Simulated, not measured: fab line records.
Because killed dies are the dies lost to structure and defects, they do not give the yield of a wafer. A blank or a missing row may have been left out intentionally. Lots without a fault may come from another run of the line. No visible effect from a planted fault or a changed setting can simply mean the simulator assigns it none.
What tool caused it? ; flow gf180mcu ; Sampling: 14 lots, 42 wafers, 4 of 602 route steps

== WHAT THE GAUGES READ, wafer by wafer ==
GF_V5_RS_MEAS_24: measures by four-point-probe. Usual: V5_W_RS typically reads 0.327 ohm/sq, with standard deviation 0.0035.
lot;measured;on;V5_W_RS (ohm/sq);flag
L759;day 27 04:42;film_metro-03;0.334 0.335 0.326;
L760;day 27 10:32;film_metro-01;0.321 0.329 0.322;
L761;day 27 22:13;film_metro-01;0.324 0.326 0.323;
L762;day 28 04:57;film_metro-03;0.329 0.331 0.331;
L763;day 28 11:18;film_metro-01;0.326 0.325 0.326;
L765;day 29 08:18;film_metro-01;0.327 0.329 0.324;
L766;day 29 10:23;film_metro-01;0.327 0.332 0.325;
L767;day 29 19:51;film_metro-03;0.324 0.325 0.324;
L771;day 30 17:57;film_metro-01;0.324 0.327 0.326;
L774;day 31 15:51;film_metro-02;0.324 0.325 0.326;
L775;day 31 19:26;film_metro-03;0.331 0.325 0.325;
L778;day 32 19:44;film_metro-01;0.325 0.334 0.325;
L779;day 33 02:53;film_metro-03;0.328 0.324 0.323;
L780;day 33 06:17;film_metro-02;0.327 0.330 0.327;

GF_PASSIVATION_BOW_MEAS_14. Usual: PASSIVATION_BOW typically reads 137 um, with standard deviation 11.
lot;measured;on;PASSIVATION_BOW (um);flag
L759;day 28 23:46;film_metro-04;145 145 143;
L760;day 29 05:30;film_metro-04;126 131 131;
L761;day 29 15:29;film_metro-01;130 119 133;
L762;day 29 23:08;film_metro-02;150 153 155;
L763;day 30 04:28;film_metro-01;142 139 145;
L765;day 31 00:38;film_metro-04;154 156 153;
L766;day 31 02:21;film_metro-04;136 136 144;
L767;day 31 11:46;film_metro-01;138 113 133;
L771;day 32 08:34;film_metro-01;145 152 138;
L774;day 33 03:46;film_metro-04;136 130 142;
L775;day 33 07:42;film_metro-04;142 140 136;
L778;day 34 06:48;film_metro-01;131 139 131;
L779;day 34 13:35;film_metro-02;128 125 123;
L780;day 34 15:38;film_metro-04;134 121 131;

== WHICH TOOL RAN EACH LOT (tool, then ch and the chambers of the sampled wafers, then the start) ==
lot;GF_STI_WET_ETCH_28;GF_V5_STRIP_18
L759;wet_bench-04 ch 3, day 2 04:11;plasma_asher-01 ch 0,1, day 27 03:50
L760;wet_bench-04 ch 2, day 2 10:12;plasma_asher-03 ch 0,1, day 27 09:47
L761;wet_bench-04 ch 3, day 2 14:44;plasma_asher-02 ch 0,1, day 27 21:20
L762;wet_bench-01 ch 3, day 2 19:47;plasma_asher-01 ch 0,1, day 28 04:11
L763;wet_bench-01 ch 0, day 3 00:40;plasma_asher-03 ch 0,1, day 28 10:31
L765;wet_bench-01 ch 0, day 3 11:46;plasma_asher-01 ch 0,1, day 29 07:29
L766;wet_bench-03 ch 1, day 3 19:08;plasma_asher-01 ch 0,1, day 29 09:36
L767;wet_bench-04 ch 1, day 3 22:25;plasma_asher-03 ch 1, day 29 18:59
L771;wet_bench-03 ch 1, day 4 19:08;plasma_asher-01 ch 0,1, day 30 17:10
L774;wet_bench-04 ch 1, day 5 09:52;plasma_asher-01 ch 0,1, day 31 15:06
L775;wet_bench-04 ch 3, day 5 14:28;plasma_asher-01 ch 0,1, day 31 18:40
L778;wet_bench-03 ch 2, day 6 07:03;plasma_asher-01 ch 0, day 32 19:00
L779;wet_bench-01 ch 2, day 6 11:44;plasma_asher-01 ch 1, day 33 02:06
L780;wet_bench-03 ch 3, day 6 16:26;plasma_asher-02 ch 0,1, day 33 05:28
- GF_STI_WET_ETCH_28: etches SiO2 in dHF, target depth 20 nm, time 40 s.
- GF_V5_STRIP_18: strips in O2/N2.

== AS READ BY THE TOOLS THEMSELVES (means over the sampled wafers that have a number; for cases with no such wafer, the mark the record gives instead) ==
GF_V5_STRIP_18. Usual: drypump_motor_current_A 5.4 A, standard deviation 0.39; heater_power_w 339 W, standard deviation 37; oes_product_au 0.567 a.u., standard deviation 0.0058.
lot;tool;drypump_motor_current_A (A);heater_power_w (W);oes_product_au (a.u.);flag
L759;plasma_asher-01;5.1;337;0.571;
L760;plasma_asher-03;5.6;312;0.564;
L761;plasma_asher-02;5.2;393;0.567;
L762;plasma_asher-01;5.1;337;0.563;
L763;plasma_asher-03;5.8;322;0.562;
L765;plasma_asher-01;5.1;333;0.562;
L766;plasma_asher-01;5.1;339;0.571;
L767;plasma_asher-03;6.1;336;0.572;
L771;plasma_asher-01;5.4;339;0.571;
L774;plasma_asher-01;5.4;338;0.560;
L775;plasma_asher-01;5.4;338;0.569;
L778;plasma_asher-01;5.6;346;0.570;
L779;plasma_asher-01;4.9;328;0.566;
L780;plasma_asher-02;5.2;345;0.565;

== THE ANSWER, worked out from the rows above alone ==
Rule: a lot is off if the mean of its wafers that have a number lies more than 3 standard deviations from the usual mean. Also off: a lot with no number at a reading for which 4 or more lots have one. Where the step has rows for the other lots, those lots are counted as sound. First the gauges in route order, then the tools' own readings, where a lot's mean is used as printed above. At the first step where some lot is off, the reading lying furthest off is the one used; lots without a number count as furthest.
Nothing can be told from this: no lot is off at any reading shown.

== WHAT WAS PUT IN BY THE SIMULATOR ==
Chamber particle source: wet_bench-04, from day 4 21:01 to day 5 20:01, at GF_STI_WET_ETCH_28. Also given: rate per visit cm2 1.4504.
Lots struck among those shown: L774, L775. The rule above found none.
